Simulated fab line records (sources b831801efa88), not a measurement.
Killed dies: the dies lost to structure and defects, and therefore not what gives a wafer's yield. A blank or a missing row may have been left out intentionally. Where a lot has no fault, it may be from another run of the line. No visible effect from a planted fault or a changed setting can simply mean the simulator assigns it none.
fab line records | flow gf180mcu
record lots=6 | wafers=16 | last-day=34
route steps=602 shown STI@3 PASSIVATION@602
lots with no fault: from the same line, run without faults
start-h: the number of hours between the record's first day and the start of the first shown wafer of the lot | wait-h: hours since the lot's step before | " unchanged from the row above | L1.1+2: one row covering several wafers at once | - no value, or no start given | * or withheld: withheld | < > ~ a bound
route shown NAME@n: NAME is a module with steps in the file, n the number in the route of the first one | usual: mean/standard deviation taken from wafers without a fault | same: alike in all rows | chamber/n: place in a boat | sites: the reading at each site | _std_site: standard deviation of those values | _edge_site: the outer-site mean with the inner-site mean subtracted | radius-mm: how far each site lies from the wafer's centre | mask NAME#n: copy n | behind: the tool/chamber that last shaped the wafer | hold: reason for holding the lot/hours on hold/outcome of the hold | device: the n, p or np transistor that did not switch | end of line: the route-end tests of the same wafers | a step without rows: its recipe alone | killed: not the wafer's yield, but the dies lost to structure and defects at the first sort | map: shows each die of a wafer: x if killed, . if not, _ if none is there
set.NAME: the setting that was run; set.NAME@STEP: the one run at that earlier step | model.NAME: the simulator's own value behind a step, which no gauge read
lots at some steps of the route; a table a step, a row a wafer
services: from which hour (start-h, from the record's first day; less than 0 if before it) a tool's chamber was out of use, for how many hours, and why
## steps
# step GF_STI_THK_MEAS_02
# recipe reads=SiO2_of_STI_OXIDATION_01
# usual STI_OXIDATION_THK=9.95/0.23
lot.wafer | tool          | chamber | start-h | wait-h | STI_OXIDATION_THK[nm]
L800.3    | film-metro-04 | -       | 11.53   | 0.0    | 9.91
L800.4    | "             | -       | "       | "      | 9.69
L800.5    | "             | -       | "       | "      | 9.99
L803.2    | film-metro-04 | -       | 26.52   | 0.0    | 10.02
L803.4    | "             | -       | "       | "      | 9.78
L803.5    | "             | -       | "       | "      | 9.99
L805.2    | film-metro-03 | -       | 36.52   | 0.0    | 9.66
L805.4    | "             | -       | "       | "      | 9.80
L805.5    | "             | -       | "       | "      | 9.85
L814.1    | film-metro-03 | -       | 81.51   | 0.0    | 10.17
L814.5    | "             | -       | "       | "      | 10.12
L819.4    | film-metro-04 | -       | 106.54  | 0.0    | 9.71
L819.6    | "             | -       | "       | "      | 9.69
L823.1    | film-metro-04 | -       | 127.66  | 0.0    | 9.40
L823.3    | "             | -       | "       | "      | 9.65
L823.4    | "             | -       | "       | "      | 9.62
# step GF_STI_CVD_03
# recipe material=Si3N4 | precursor=DCS/NH3 | target-thk-nm=207.16 | temp-c=770 | time-s=3551 | pressure-mtorr=250
# step GF_STI_THK_MEAS_04
# recipe reads=Si3N4_of_STI_CVD_03
# usual STI_CVD_03_THK=207.0/1.9
lot.wafer | tool          | chamber | start-h | wait-h | STI_CVD_03_THK[nm]
L800.3    | film-metro-04 | -       | 13.90   | 0.0    | 205.8
L800.4    | "             | -       | "       | "      | 205.1
L800.5    | "             | -       | "       | "      | 204.8
L803.2    | film-metro-03 | -       | 28.57   | 0.0    | 206.2
L803.4    | "             | -       | "       | "      | 204.8
L803.5    | "             | -       | "       | "      | 205.2
L805.2    | film-metro-04 | -       | 39.56   | 0.0    | 206.4
L805.4    | "             | -       | "       | "      | 205.0
L805.5    | "             | -       | "       | "      | 207.8
L814.1    | film-metro-02 | -       | 83.56   | 0.0    | 207.4
L814.5    | "             | -       | "       | "      | 208.3
L819.4    | film-metro-03 | -       | 109.58  | 0.0    | 209.8
L819.6    | "             | -       | "       | "      | 209.9
L823.1    | film-metro-03 | -       | 129.70  | 0.0    | 207.1
L823.3    | "             | -       | "       | "      | 208.4
L823.4    | "             | -       | "       | "      | 206.6
# step GF_STI_DEHYDRATE_05
# recipe temp-c=200 | time-s=60
# step GF_STI_HMDS_06
# recipe prime-time-s=60 | prime-temp-c=120
# step GF_STI_COAT_07
# recipe resist=KrF | spin-rpm=withheld | resist-thk-nm=700
# step GF_STI_SOFTBAKE_08
# recipe temp-c=130 | time-s=60 | resist=KrF
# step GF_STI_EXPOSE_09
# recipe mask-id=COMP | target-cd-nm=220 | na=0.68 | source-shape=conventional | sigma-outer=0.6 | dose-mj=28
# step GF_STI_PEB_10
# recipe peb-temp-c=135 | peb-time-s=90 | resist=KrF
# step GF_STI_DEVELOP_11
# recipe develop-time-s=60 | dev-temp-c=21
# step GF_STI_CD_MEAS_12
# recipe target-cd-nm=220
# usual cd-nm=220.3/1.3
lot.wafer | tool      | chamber | start-h | wait-h | cd-nm
L800.3    | cd-sem-02 | -       | 26.00   | 0.1    | 218.3
L800.4    | "         | -       | "       | "      | 218.6
L800.5    | "         | -       | "       | "      | 218.8
L803.2    | cd-sem-02 | -       | 41.25   | 0.1    | 222.7
L803.4    | "         | -       | "       | "      | 220.5
L803.5    | "         | -       | "       | "      | 220.2
L805.2    | cd-sem-01 | -       | 50.98   | 0.1    | 219.4
L805.4    | "         | -       | "       | "      | 220.2
L805.5    | "         | -       | "       | "      | 220.7
L814.1    | cd-sem-02 | -       | 97.57   | 0.1    | 221.5
L814.5    | "         | -       | "       | "      | 220.7
L819.4    | cd-sem-01 | -       | 123.38  | 0.1    | 222.8
L819.6    | "         | -       | "       | "      | 222.1
L823.1    | cd-sem-01 | -       | 144.72  | 0.1    | 219.6
L823.3    | "         | -       | "       | "      | 219.9
L823.4    | "         | -       | "       | "      | 219.2
# step GF_STI_ETCH_13
# recipe chemistry=CHF3/O2 | stop-on=Si | over-etch-frac=0.3 | target-depth-a=2823.1 | source-w=600 | bias-w=200 | pressure-mtorr=40 | chf3-flow-sccm=50 | O2_flow_sccm=5 | time-s=112.9
# usual chamber-pressure-mTorr=40.00/0.031 | drypump-motor-current-A=5.4/0.53 | oes-product-au=0.832/0.0064 | rf-fwd-power-W=596.4/2.4 | run-length-s=141.3/0.37 | throttle-valve-pct=8.810/0.0093
lot.wafer | tool        | chamber | start-h | wait-h | chamber-pressure-mTorr | drypump-motor-current-A | oes-product-au | rf-fwd-power-W | rf-hours-counter-h | run-length-s | throttle-valve-pct
L800.3    | rie-diel-03 | 0       | 26.08   | 0.1    | 40.02                  | 5.2                     | 0.829          | 597.1          | 152                | 141.3        | 8.800
L800.4    | "           | 1       | "       | "      | 39.97                  | 6.2                     | 0.823          | 599.2          | 52                 | 141.3        | 8.819
L800.5    | "           | 3       | "       | "      | 39.96                  | 5.1                     | 0.822          | 595.2          | -                  | 141.4        | 8.804
L803.2    | rie-diel-02 | 0       | 41.35   | 0.1    | 39.99                  | 4.8                     | 0.827          | 595.2          | 3                  | 141.4        | 8.818
L803.4    | "           | 2       | "       | "      | 40.04                  | 5.2                     | 0.835          | 594.6          | 71                 | 140.9        | 8.806
L803.5    | "           | 3       | "       | "      | 40.08                  | 5.9                     | 0.832          | 600.0          | -                  | 141.7        | 8.814
L805.2    | rie-diel-01 | 1       | 51.08   | 0.1    | 39.98                  | 5.0                     | 0.837          | 598.4          | 87                 | 141.5        | 8.826
L805.4    | "           | 3       | "       | "      | 40.02                  | 6.4                     | 0.829          | 592.6          | 6                  | 141.2        | 8.813
L805.5    | "           | 0       | "       | "      | 40.01                  | 4.9                     | 0.833          | 595.6          | -                  | 141.1        | 8.816
L814.1    | rie-diel-01 | 3       | 97.69   | 0.1    | 39.97                  | 6.4                     | 0.830          | 598.2          | 7                  | 141.1        | 8.818
L814.5    | "           | 2       | "       | "      | 40.02                  | 5.8                     | 0.838          | 592.4          | -                  | 141.1        | 8.794
L819.4    | rie-diel-01 | 1       | 123.44  | 0.0    | 39.98                  | 4.9                     | 0.835          | 598.4          | 89                 | 141.8        | 8.817
L819.6    | "           | 0       | "       | "      | 39.98                  | 4.9                     | 0.839          | 599.3          | -                  | 141.1        | 8.803
L823.1    | rie-diel-02 | 2       | 144.84  | 0.1    | 40.06                  | 5.2                     | 0.833          | 596.1          | 73                 | 141.3        | 8.809
L823.3    | "           | 0       | "       | "      | 39.99                  | 4.8                     | 0.847          | 597.1          | 5                  | 140.9        | 8.799
L823.4    | "           | 1       | "       | "      | 40.05                  | 5.9                     | 0.829          | 595.4          | 51                 | 141.0        | 8.811
# step GF_STI_ETCH_14
# recipe target=Si | chemistry=HBr/Cl2/O2 | target-depth-nm=360 | icp-w=600 | bias-w=150 | pressure-mtorr=15 | HBr_flow_sccm=150 | Cl2_flow_sccm=40 | O2_flow_sccm=6 | time-s=102.9
# usual chamber-pressure-mTorr=14.999/0.014 | drypump-motor-current-A=5.7/0.4 | oes-product-au=1.007/0.0088 | rf-fwd-power-W=597.2/2 | run-length-s=131.0/0.43 | throttle-valve-pct=25.652/0.0097
lot.wafer | tool      | chamber | start-h | wait-h | chamber-pressure-mTorr | drypump-motor-current-A | oes-product-au | rf-fwd-power-W | rf-hours-counter-h | run-length-s | throttle-valve-pct | model.STI.feature-depth-nm | model.etch.depth-nm | model.KrF_of_STI_COAT_07.thk-nm
L800.3    | rie-si-02 | 0       | 26.16   | 0.0    | 14.994                 | 5.1                     | 1.019          | 598.7          | 29                 | 131.1        | 25.647             | 366.8                      | 366.8               | 315.7
L800.4    | "         | 2       | "       | "      | 15.002                 | 5.7                     | 1.013          | 600.1          | 52                 | 130.4        | 25.651             | 366.1                      | 366.1               | 318
L800.5    | "         | 1       | "       | "      | 15.025                 | 5.5                     | 1.005          | 596.0          | -                  | 131.9        | 25.659             | 364                        | 364                 | 317.9
L803.2    | rie-si-01 | 1       | 41.43   | 0.0    | 15.002                 | 5.4                     | 1.010          | 599.8          | 2                  | 131.8        | 25.650             | 362.8                      | 362.8               | 322
L803.4    | "         | 3       | "       | "      | 15.007                 | 5.6                     | 1.009          | 596.1          | 1                  | 130.9        | 25.661             | 366.7                      | 366.7               | 320.2
L803.5    | "         | 3       | "       | "      | 14.992                 | 5.6                     | 1.020          | 596.4          | -                  | 131.0        | 25.644             | 369.5                      | 369.5               | 315.4
L805.2    | rie-si-02 | 1       | 51.16   | 0.0    | 15.023                 | 5.5                     | 1.004          | 597.9          | 23                 | 131.5        | 25.655             | 361.2                      | 361.2               | 326.4
L805.4    | "         | 0       | "       | "      | 14.977                 | 5.1                     | 1.019          | 598.1          | 30                 | 131.4        | 25.638             | 371.2                      | 371.2               | 320.1
L805.5    | "         | 2       | "       | "      | 14.989                 | 5.6                     | 0.996          | 595.8          | -                  | 130.4        | 25.642             | 358.3                      | 358.3               | 320.8
L814.1    | rie-si-02 | 2       | 97.77   | 0.0    | 14.989                 | 5.6                     | 1.006          | -              | 53                 | 89.9         | 25.657             | 220.9                      | 220.9               | 367.2
L814.5    | "         | 1       | "       | "      | 14.999                 | 5.5                     | 1.015          | 596.5          | -                  | 132.2        | 25.657             | 365.4                      | 365.4               | 316.1
L819.4    | rie-si-02 | 0       | 123.52  | 0.0    | 14.988                 | 5.1                     | 1.019          | -              | 30                 | 90.4         | 25.651             | 221.4                      | 221.4               | 368.4
L819.6    | "         | 1       | "       | "      | 15.002                 | 5.5                     | 1.004          | 598.3          | -                  | 131.6        | 25.657             | 360.9                      | 360.9               | 317.6
L823.1    | rie-si-01 | 0       | 144.92  | 0.0    | 15.032                 | 6.5                     | 1.014          | 595.0          | 92                 | 130.6        | 25.645             | 363.7                      | 363.7               | 315.7
L823.3    | "         | 1       | "       | "      | 14.993                 | 5.5                     | 1.016          | 599.1          | 3                  | 131.1        | 25.644             | 368.2                      | 368.2               | 316
L823.4    | "         | 1       | "       | "      | 15.018                 | 5.4                     | 1.016          | 600.1          | -                  | 131.1        | 25.643             | 366.4                      | 366.4               | 314.4
# step GF_STI_STRIP_15
# recipe chemistry=O2/N2 | power-w=1400 | pressure-mtorr=1500 | platen-temp-c=250 | o2-flow-sccm=3000 | n2-flow-sccm=300 | overash-fraction=0.5
# usual chamber-pressure-mTorr=1500.0/1.3 | drypump-motor-current-A=5.9/0.32 | heater-power-w=316/17 | oes-product-au=0.383/0.0046 | strip-time-to-endpoint-s=3.72/0.038
lot.wafer | tool            | chamber | start-h | wait-h | chamber-pressure-mTorr | drypump-motor-current-A | heater-power-w | oes-product-au | rf-hours-counter-h | strip-time-to-endpoint-s
L800.3    | plasma-asher-01 | 1       | 26.27   | 0.1    | 1500.6                 | 6.1                     | 315            | 0.383          | -                  | 3.68
L800.4    | "               | 0       | "       | "      | 1500.7                 | 5.7                     | 310            | 0.384          | -                  | 3.70
L800.5    | "               | 1       | "       | "      | 1500.7                 | 6.1                     | 311            | 0.382          | -                  | 3.71
L803.2    | plasma-asher-02 | 1       | 41.50   | 0.0    | 1500.9                 | 5.7                     | 306            | 0.382          | 20                 | 3.75
L803.4    | "               | 0       | "       | "      | 1497.3                 | 6.4                     | 328            | 0.378          | -                  | 3.74
L803.5    | "               | 1       | "       | "      | 1498.3                 | 5.7                     | 317            | 0.376          | -                  | 3.68
L805.2    | plasma-asher-02 | 1       | 51.23   | 0.0    | 1499.5                 | 5.7                     | 306            | 0.386          | 21                 | 3.81
L805.4    | "               | 0       | "       | "      | 1498.8                 | 6.5                     | 328            | 0.380          | -                  | 3.73
L805.5    | "               | 0       | "       | "      | 1500.7                 | 6.5                     | 329            | 0.385          | -                  | 3.72
L814.1    | plasma-asher-01 | 0       | 97.85   | 0.0    | 1501.8                 | 5.7                     | 308            | 0.402          | 42                 | 4.23
L814.5    | "               | 0       | "       | "      | 1503.3                 | 5.7                     | 312            | 0.384          | -                  | 3.68
L819.4    | plasma-asher-02 | 1       | 123.63  | 0.1    | 1502.1                 | 5.7                     | 314            | 0.412          | -                  | 4.23
L819.6    | "               | 1       | "       | "      | 1500.8                 | 5.7                     | 310            | 0.372          | -                  | 3.70
L823.1    | plasma-asher-02 | 0       | 145.00  | 0.0    | 1499.5                 | 6.4                     | 331            | 0.378          | 33                 | 3.68
L823.3    | "               | 1       | "       | "      | 1500.8                 | 5.8                     | 322            | 0.385          | -                  | 3.68
L823.4    | "               | 0       | "       | "      | 1500.9                 | 6.4                     | 327            | 0.389          | -                  | 3.67
# step GF_STI_CLEAN_16
# recipe chemistry=dHF | time-s=25 | dilution=100:1
# step GF_PASSIVATION_PROBE_99
lot.wafer | tool      | chamber | start-h | wait-h | model.etest.pwell-in-dnwell.line-ohm-um | model.etest.ldpmos_10p0.r-on-ohm-um | model.etest.pwell-in-dnwell.rs-ohm-sq | model.etest.ldnmos_10p0.r-on-ohm-um | model.etest.p-drift.rs-ohm-sq | model.etest.n-drift.rs-ohm-sq | model.etest.nwell.line-ohm-um | model.etest.nwell.rs-ohm-sq
L800.3    | prober-02 | -       | 673.34  | 0.2    | 3862                                    | 1.093e+04                           | 2340                                  | 3720                                | 2433                          | 1178                          | 1174                          | 1002
L800.4    | prober-02 | -       | 673.39  | 0.2    | 3886                                    | 1.1e+04                             | 2348                                  | 3733                                | 2433                          | 1178                          | 1151                          | 995.4
L800.5    | prober-02 | -       | 673.44  | 0.2    | 3860                                    | 1.108e+04                           | 2320                                  | 3750                                | 2401                          | 1168                          | 1161                          | 986
L803.2    | prober-01 | -       | 701.41  | 0.1    | 3765                                    | 1.111e+04                           | 2245                                  | 3720                                | 2475                          | 1133                          | 1218                          | 1036
L803.4    | prober-01 | -       | 701.51  | 0.2    | 3766                                    | 1.111e+04                           | 2268                                  | 3748                                | 2488                          | 1142                          | 1219                          | 1041
L803.5    | prober-01 | -       | 701.56  | 0.2    | 3854                                    | 1.127e+04                           | 2300                                  | 3760                                | 2549                          | 1164                          | 1216                          | 1053
L805.2    | prober-01 | -       | 712.74  | 0.1    | 4050                                    | 1.101e+04                           | 2402                                  | 3690                                | 2317                          | 1216                          | 1136                          | 996.7
L805.4    | prober-01 | -       | 712.84  | 0.2    | 4290                                    | 1.113e+04                           | 2532                                  | 3704                                | 2382                          | 1288                          | 1170                          | 1019
L805.5    | prober-01 | -       | 712.89  | 0.2    | 4112                                    | 1.102e+04                           | 2414                                  | 3630                                | 2306                          | 1211                          | 1160                          | 994.2
L814.1    | prober-02 | -       | 766.90  | 0.1    | 3012                                    | 1.02e+04                            | 1795                                  | 3174                                | 1861                          | 856.5                         | 929.2                         | 783.1
L814.5    | prober-02 | -       | 767.10  | 0.2    | 3916                                    | 1.12e+04                            | 2314                                  | 3725                                | 2361                          | 1190                          | 1131                          | 986.8
L819.4    | prober-01 | -       | 800.20  | 0.2    | 3026                                    | 1.025e+04                           | 1846                                  | 3167                                | 1863                          | 859.5                         | 934                           | 806.1
L819.6    | prober-01 | -       | 800.30  | 0.2    | 4130                                    | 1.114e+04                           | 2474                                  | 3680                                | 2332                          | 1171                          | 1197                          | 1033
L823.1    | prober-01 | -       | 823.05  | 0.1    | 3985                                    | 1.124e+04                           | 2401                                  | 3741                                | 2401                          | 1193                          | 1139                          | 997.7
L823.3    | prober-01 | -       | 823.15  | 0.2    | 4072                                    | 1.121e+04                           | 2416                                  | 3745                                | 2463                          | 1206                          | 1148                          | 997.1
L823.4    | prober-01 | -       | 823.20  | 0.2    | 4022                                    | 1.114e+04                           | 2387                                  | 3722                                | 2422                          | 1198                          | 1175                          | 992.6
# killed by level:class
L800.3 V2:geometric-particle:open=8 V4:geometric-particle:open=5 M2:geometric-particle:short=4 V3:geometric-particle:open=4 CONTACT:geometric-particle:short=3 V5:geometric-particle:short=3 STI:geometric-particle:open=2 CONTACT:geometric-particle:open=2
L800.4 V2:geometric-particle:open=5 V5:geometric-particle:open=5 CONTACT:geometric-particle:open=4 V4:geometric-particle:open=4 V3:geometric-particle:open=3 STI:geometric-particle:short=2 CONTACT:geometric-particle:short=2 V1:geometric-particle:open=2
L800.5 V2:geometric-particle:open=6 CONTACT:geometric-particle:open=5 V3:geometric-particle:open=5 V2:geometric-particle:short=4 V4:geometric-particle:open=4 STI:geometric-particle:short=3 M1:geometric-particle:short=3 V5:geometric-particle:open=3
L803.2 V1:geometric-particle:open=7 STI:geometric-particle:short=4 M1:geometric-particle:short=3 M2:geometric-particle:short=3 STI:geometric-particle:open=2 CONTACT:geometric-particle:short=2 V2:geometric-particle:open=2 V2:geometric-particle:short=2
L803.4 V5:geometric-particle:open=6 M3:geometric-particle:short=4 V4:geometric-particle:open=4 CONTACT:geometric-particle:open=3 V1:geometric-particle:short=3 V1:geometric-particle:open=3 V3:geometric-particle:open=3 STI:geometric-particle:open=2
L803.5 CONTACT:geometric-particle:open=5 M2:geometric-particle:short=4 M5:geometric-particle:short=3 V5:geometric-particle:open=3 STI:geometric-particle:open=2 STI:geometric-particle:short=2 M1:geometric-particle:short=2 V1:geometric-particle:open=2
L805.2 V1:geometric-particle:open=6 CONTACT:geometric-particle:open=5 V5:geometric-particle:open=5 M4:geometric-particle:short=4 V2:geometric-particle:open=3 V3:geometric-particle:short=3 V4:geometric-particle:open=3 STI:geometric-particle:short=2
L805.4 V1:geometric-particle:open=4 V3:geometric-particle:open=3 V4:geometric-particle:open=3 V4:geometric-particle:short=3 STI:geometric-particle:short=2 CONTACT:geometric-particle:open=2 CONTACT:geometric-particle:short=2 V1:geometric-particle:short=2
L805.5 V5:geometric-particle:open=7 CONTACT:geometric-particle:open=4 CONTACT:geometric-particle:short=3 V1:geometric-particle:open=3 V2:geometric-particle:open=3 V3:geometric-particle:short=3 V3:geometric-particle:open=2 POLY_GATE:geometric-particle:open=1
L823.1 V5:geometric-particle:open=4 V2:geometric-particle:open=4 CONTACT:geometric-particle:open=3 M1:geometric-particle:short=3 V1:geometric-particle:open=3 V1:geometric-particle:short=3 M4:geometric-particle:short=3 STI:geometric-particle:short=2
L823.3 CONTACT:geometric-particle:short=4 V5:geometric-particle:open=4 STI:geometric-particle:open=3 V2:geometric-particle:short=3 V3:geometric-particle:open=3 STI:geometric-particle:short=2 M1:geometric-particle:short=2 V1:geometric-particle:short=2
L823.4 V1:geometric-particle:short=4 M1:geometric-particle:short=3 V1:geometric-particle:open=3 M5:geometric-particle:short=3 CONTACT:geometric-particle:short=2 CONTACT:geometric-particle:open=2 V3:geometric-particle:open=2 PASSIVATION:coat-microbubble-printed=2
## services
tool            | chamber | start-h | hours | kind
rie-diel-03     | 1       | 52.30   | 2.6   | repair
rie-diel-03     | 3       | 53.08   | 2.6   | repair
rie-diel-01     | 0       | 70.73   | 4.9   | repair
rie-si-01       | 2       | 75.73   | 1.4   | repair
rie-diel-02     | 0       | 78.53   | 13.9  | repair
rie-diel-03     | 2       | 88.59   | 10.5  | repair
rie-diel-01     | 0       | 89.18   | 6.2   | repair
rie-diel-02     | 1       | 90.10   | 4.7   | repair
plasma-asher-01 | -       | 108.28  | 1.5   | repair
rie-si-01       | 2       | 120.11  | 6.1   | repair
plasma-asher-01 | -       | 129.19  | 14.6  | pm
rie-si-01       | 2       | 134.70  | -     | clean
rie-si-01       | 2       | 134.70  | 23.1  | scheduled-down
rie-si-01       | 2       | 134.70  | 23.1  | vent-cycle
rie-diel-02     | 2       | 139.98  | 3.0   | repair
rie-si-02       | 2       | 142.18  | 1.2   | repair
plasma-asher-02 | -       | 143.15  | 1.8   | repair
## key
first-sign step=GF_STI_ETCH_14 | reading=run-length-s | direction=down | sigmas=95 | usual=* | struck=*
effect step=GF_STI_STRIP_15 | reading=strip-time-to-endpoint-s | direction=up | sigmas=13 | usual=* | struck=*
model-effect step=GF_STI_ETCH_14 | value=STI.feature-depth-nm | without=366.7 | struck=221.1
model-effect step=GF_PASSIVATION_PROBE_99 | value=etest.pwell-in-dnwell.line-ohm-um | without=4063 | struck=3019
met-at GF_STI_ETCH_14
struck-wafers L814.1,L819.4
sort-left-out L814.1,L819.4
tester-left-out L814,L819
onset-between 51.16 97.77
fault kind=process-parameter-drift | tool=rie-si-02 | chamber=- | onset-h=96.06 | steps=GF_STI_ETCH_14 | channel=time-s | offset=* | shape=step | end-h=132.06 | scope=struck-wafers-only | acts-in=* | stated=*
# tester-left-out: of these lots the tester's yield and bins aren't shown, on N5 and GAA mostly nor the transistor test; their killed dies are dies lost to structure and defects alone, not to doping, threshold or leakage, so they don't give the yield
# sort-left-out: the simulated sort isn't trusted on such a fault, so these wafers' sort isn't shown, and their yield isn't known
